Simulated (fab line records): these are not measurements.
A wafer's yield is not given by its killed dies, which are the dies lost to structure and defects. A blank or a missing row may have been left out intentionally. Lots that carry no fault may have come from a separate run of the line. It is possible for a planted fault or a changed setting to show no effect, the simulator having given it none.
Which tool did it? ; flow sky130 ; Sampling: 12 lots, 36 wafers, 5 of 708 route steps

WHAT EACH GAUGE READ, for each wafer
SKY_NWELL_TW_MEAS_15.
lot;measured;on;NWELL_TW
L367;day 4 19:34;film_metro-01;1800 1803 1797
L369;day 5 04:52;film_metro-02;1804 1799 1806
L374;day 6 08:24;film_metro-02;1794 1811 1799
L375;day 6 14:55;film_metro-02;1790 1799 1795
L376;day 6 19:33;film_metro-02;1800 1790 1793
L379;day 7 16:04;film_metro-04;1788 1792 1791
L380;day 7 23:02;film_metro-02;1807 1808 1798
L381;day 8 04:55;film_metro-02;1803 1804 1805
L382;day 8 05:54;film_metro-01;1798 1817 1797
L383;day 8 11:25;film_metro-01;1813 1810 1802
L385;day 8 22:52;film_metro-04;1787 1788 1781
L388;day 9 16:35;film_metro-01;1779 1784 1789

SKY_VT_ADJUST_NCORE_OVL_MEAS_08.
lot;measured;on;VT_ADJUST_NCORE_OVL (nm)
L367;day 8 19:02;overlay-01;-0.4 -1.0 -1.3
L369;day 9 07:52;overlay-02;0.9 -0.4 0.3
L374;day 10 14:38;overlay-02;-0.3 -0.8 0.0
L375;day 11 00:17;overlay-01;0.4 0.4 -0.2
L376;day 11 06:11;overlay-02;195.0 195.9 193.5
L379;day 12 07:41;overlay-02;-2.2 -0.8 -2.3
L380;day 12 14:26;overlay-01;2.2 1.8 1.6
L381;day 12 22:56;overlay-01;193.3 192.5 191.4
L382;day 13 00:11;overlay-01;193.5 193.4 192.2
L383;day 13 05:23;overlay-02;-1.2 -0.5 -1.2
L385;day 13 18:17;overlay-01;0.0 -1.5 -1.3
L388;day 14 18:13;overlay-02;-2.0 0.4 0.2

SKY_VT_ADJUST_PCH_OVL_MEAS_07.
lot;measured;on;VT_ADJUST_PCH_OVL (nm)
L367;day 10 15:20;overlay-02;1.0 -0.5 0.6
L369;day 11 04:29;overlay-02;1.4 -0.9 1.0
L374;day 12 14:01;overlay-02;0.3 0.6 0.7
L375;day 12 23:44;overlay-01;1.6 1.2 1.5
L376;day 13 05:20;overlay-01;1.4 2.5 0.9
L379;day 14 09:49;overlay-02;0.9 2.9 1.7
L380;day 14 17:05;overlay-01;-1.3 1.8 1.1
L381;day 15 02:43;overlay-01;1.1 1.1 -1.1
L382;day 15 04:35;overlay-01;1.1 2.3 2.0
L383;day 15 08:34;overlay-02;2.3 3.7 2.6
L385;day 15 23:52;overlay-02;0.0 -1.3 -0.3
L388;day 16 22:38;overlay-01;0.8 1.9 4.1

EACH LOT AND THE TOOL THAT RAN IT (in order: tool; ch and the chambers of the sampled wafers; start)
lot;SKY_VT_ADJUST_HVTP_STRIP_10;SKY_VT_ADJUST_NCORE_EXPOSE_04
L367;plasma_asher-02 ch 1, day 6 09:05;iline_stepper-01 ch 0, day 8 08:50
L369;plasma_asher-03 ch 0,1, day 6 18:38;iline_stepper-02 ch 0, day 8 21:00
L374;plasma_asher-03 ch 0,1, day 7 22:59;iline_stepper-01 ch 0, day 10 03:43
L375;plasma_asher-04 ch 0, day 8 06:11;iline_stepper-02 ch 0, day 10 13:19
L376;plasma_asher-02 ch 0,1, day 8 12:08;iline_stepper-02 ch 0, day 10 18:56
L379;plasma_asher-03 ch 0,1, day 9 10:53;iline_stepper-01 ch 0, day 11 19:58
L380;plasma_asher-03 ch 0,1, day 9 16:49;iline_stepper-01 ch 0, day 12 02:09
L381;plasma_asher-04 ch 0,1, day 10 00:35;iline_stepper-02 ch 0, day 12 11:25
L382;plasma_asher-02 ch 0,1, day 10 02:08;iline_stepper-02 ch 0, day 12 13:08
L383;plasma_asher-04 ch 0,1, day 10 06:44;iline_stepper-01 ch 0, day 12 17:29
L385;plasma_asher-04 ch 0,1, day 10 20:02;iline_stepper-01 ch 0, day 13 06:08
L388;plasma_asher-03 ch 0,1, day 11 15:10;iline_stepper-01 ch 0, day 14 04:57
- SKY_VT_ADJUST_HVTP_STRIP_10: strips in O2/N2.
- SKY_VT_ADJUST_NCORE_EXPOSE_04: exposes mask LVTN COMPLEMENT THIN, target cd 380 nm.

AS READ BY THE TOOLS THEMSELVES (means over the sampled wafers that have a number; for cases with no such wafer, the mark the record gives instead)
SKY_VT_ADJUST_HVTP_STRIP_10.
lot;tool;drypump_motor_current_A (A);oes_product_au (a.u.);strip_time_to_endpoint_s (s)
L367;plasma_asher-02;6.2;0.718;14.16
L369;plasma_asher-03;5.8;0.715;14.18
L374;plasma_asher-03;5.8;0.716;14.15
L375;plasma_asher-04;5.6;0.718;14.17
L376;plasma_asher-02;5.9;0.716;14.17
L379;plasma_asher-03;5.8;0.717;14.15
L380;plasma_asher-03;5.8;0.718;14.13
L381;plasma_asher-04;5.9;0.715;14.12
L382;plasma_asher-02;5.6;0.716;14.14
L383;plasma_asher-04;5.7;0.714;14.14
L385;plasma_asher-04;5.7;0.714;14.09
L388;plasma_asher-03;5.8;0.714;14.11

SKY_VT_ADJUST_NCORE_EXPOSE_04.
lot;tool;exposure_dose_mJ_cm2
L367;iline_stepper-01;139.78
L369;iline_stepper-02;139.58
L374;iline_stepper-01;139.69
L375;iline_stepper-02;139.59
L376;iline_stepper-02;139.51
L379;iline_stepper-01;139.73
L380;iline_stepper-01;139.62
L381;iline_stepper-02;139.48
L382;iline_stepper-02;139.37
L383;iline_stepper-01;139.56
L385;iline_stepper-01;139.57
L388;iline_stepper-01;139.67

THE ANSWER, worked out from the rows above alone
Rule: usual is defined by the lots themselves. Put in order of their means at a reading, lots are off if they are a third of the lots or fewer, leave a main group of 4 or more, and stand apart from it by a gap of 3 or more times the standard deviation of the main group's means; of several such gaps the widest counts. Not used: any main group whose means are identical at the precision the tables above print for the reading. Also off: a lot with no number at a reading for which 4 or more lots have one. Any other lot the step has rows for is counted as sound. First the gauges in route order, then the tools' own readings, where a lot's mean is used as printed above. At the first step where some lot is off, the reading lying furthest off is the one used; lots without a number count as furthest.
Off: at SKY_VT_ADJUST_NCORE_OVL_MEAS_08 (VT_ADJUST_NCORE_OVL), L376, L381, L382. Main group: mean -0.3 nm, sd 0.98.
If a tool, at a process step before that reading, ran all the lots that are off and no sound lot after the first of them, it fits. Gauges at SKY_VT_ADJUST_NCORE_OVL_MEAS_08: tried the same way as those tools. One fits: SKY_VT_ADJUST_NCORE_EXPOSE_04 on iline_stepper-02. A fault onset in the window from L375 (day 10 13:19, its last sound lot) to L376 (day 10 18:56, its first lot off) fits.

WHAT HAD BEEN PUT IN BY THE SIMULATOR
Scanner matching overlay: iline_stepper-02, from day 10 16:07 on, at SKY_VT_ADJUST_NCORE_EXPOSE_04. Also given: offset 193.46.
Struck lots among those shown: L376, L381, L382. The rule given above showed the same thing.
